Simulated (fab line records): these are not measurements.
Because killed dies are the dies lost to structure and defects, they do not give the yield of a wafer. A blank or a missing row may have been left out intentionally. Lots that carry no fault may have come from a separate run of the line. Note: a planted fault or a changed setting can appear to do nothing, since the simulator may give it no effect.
A struck lot beside a sound one -- flow sky130 -- 16 out of 708 route steps
Sound: the wafers L175.1, L175.5, L175.6. Struck: wafers L181.1, L181.2, L181.4. The cause is given at the end.
Each step with rows lists, per side, the tool, then ch with its chambers, then its first start. Under that, the readings that differ: sound wafers -- struck wafers -- difference of the means -- sigmas: that difference in standard deviations of wafers without a fault.
alike: a reading whose means differ by less than 2 such deviations, as well as words and numbers matching on both sides. not compared: withheld readings; readings where some wafer has no value; bounds like >300 that might hide an equal value; numbers whose values overlap and for which the record gives no deviation.
Wherever a step has rows on one side only, a row that says differs or no value, or a row with sigmas, the two part there. Non-overlapping numbers with no deviation appear without sigmas and do not part them. A reading missing from all wafers of one side parts the sides only when that side holds two or more wafers.

SKY_POLY_CUT_ETCH_10: etches BARC in N2/H2, stops on SiO2, time 46.91 s, target depth 60 nm.
  sound on rie diel-04 ch 1,2, day 24 19:23; struck on rie diel-03 ch 0,1,3, day 27 12:41
  alike: chamber pressure mTorr, drypump motor current A, oes product au, throttle valve pct
  not compared: rf hours counter h
SKY_POLY_CUT_ETCH_11: etches Si3N4 in CF4/CH2F2/Ar, stops on poly-Si, time 42.5 s, target depth 60 nm.
  sound on rie diel-04 ch 1,2, day 24 19:26; struck on rie diel-03 ch 0,1,3, day 27 12:43
  alike: cf4 flow sccm, chamber pressure mTorr, drypump motor current A, oes product au, throttle valve pct
  not compared: rf hours counter h
SKY_POLY_CUT_STRIP_12: strips in O2/N2.
  sound on plasma asher-03 ch 0,1, day 24 19:28; struck on plasma asher-01 ch 0,1, day 27 12:46
  alike: chamber pressure mTorr, drypump motor current A, oes product au, strip time to endpoint s
  not compared: rf hours counter h
then, 7 steps without rows for these wafers: SKY_SD_P_DEHYDRATE_00 (time 60 s); SKY_SD_P_HMDS_01 (prime time 60 s); SKY_SD_P_COAT_02 (resist thk 1140 nm); SKY_SD_P_SOFTBAKE_03 (time 60 s); SKY_SD_P_EXPOSE_04 (exposes mask PSDM, target cd 380 nm); SKY_SD_P_PEB_05; SKY_SD_P_DEVELOP_06 (develop time 60 s).
SKY_SD_P_CD_MEAS_07: target cd 380 nm.
  struck on cd sem-02, day 28 17:44; sound on cd sem-01, day 26 00:17
  alike: cd nm
SKY_SD_P_OVL_MEAS_08:
  struck on overlay-02, day 28 17:52; sound on overlay-01, day 26 00:25
  alike: SD_P_OVL
SKY_SD_P_IMPLANT_09:
  sound on implanter-02 ch 0, day 26 00:26; struck on implanter-02 ch 0, day 28 17:53
reading,sound,struck,difference,sigmas
dose ions cm2,2.999e+15 2.9989e+15 2.9931e+15,3.1697e+15 3.1677e+15 3.1697e+15,+1.7203e+14,+59
SKY_SD_P_STRIP_10: strips in O2/N2.
  sound on plasma asher-01 ch 0,1, day 26 00:35; struck on plasma asher-04 ch 0,1, day 28 18:02
reading,sound,struck,difference,sigmas
strip time to endpoint s (s),17.48 17.47 17.44,17.62 17.57 17.60,+0.13,+4
  alike: chamber pressure mTorr, drypump motor current A, oes product au
  not compared: rf hours counter h
SKY_SD_P_TW_MEAS_11:
  struck on film metro-02, day 28 18:08; sound on film metro-01, day 26 00:41
  alike: SD_P_TW
-- a jump in the record: the struck wafers' starts before and after are 19 days apart (it breaks off in module SD_P and resumes in module PAD_OPEN, where the first step shown is number 708 of the route) --
SKY_PAD_OPEN_PROBE_99:
  struck on prober-01, day 48 02:27; sound on prober-01, day 46 01:42
reading,sound,struck,difference,sigmas
model.etest.licon high po.rc ohm,359.8 344 346.2,329.8 335.6 336.1,-16.2,
  alike: killed_at_M0_to_M3, killed_at_M4_up, killed at contacts, killed at front end, killed at other, killed dies, killed open, killed short
  not compared: model.etest.res high po.line ohm um, model.etest.res high po.rs ohm sq

## WHERE THEY PART
At SKY_SD_P_IMPLANT_09 first; at SKY_SD_P_STRIP_10 last (within this record only). Later steps at which nothing parts them and some readings are alike: SKY_SD_P_TW_MEAS_11, SKY_PAD_OPEN_PROBE_99.

WHY: what had been put in by the simulator
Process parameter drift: implanter-02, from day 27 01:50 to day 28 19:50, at SKY_SD_P_IMPLANT_09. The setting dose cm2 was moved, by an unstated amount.
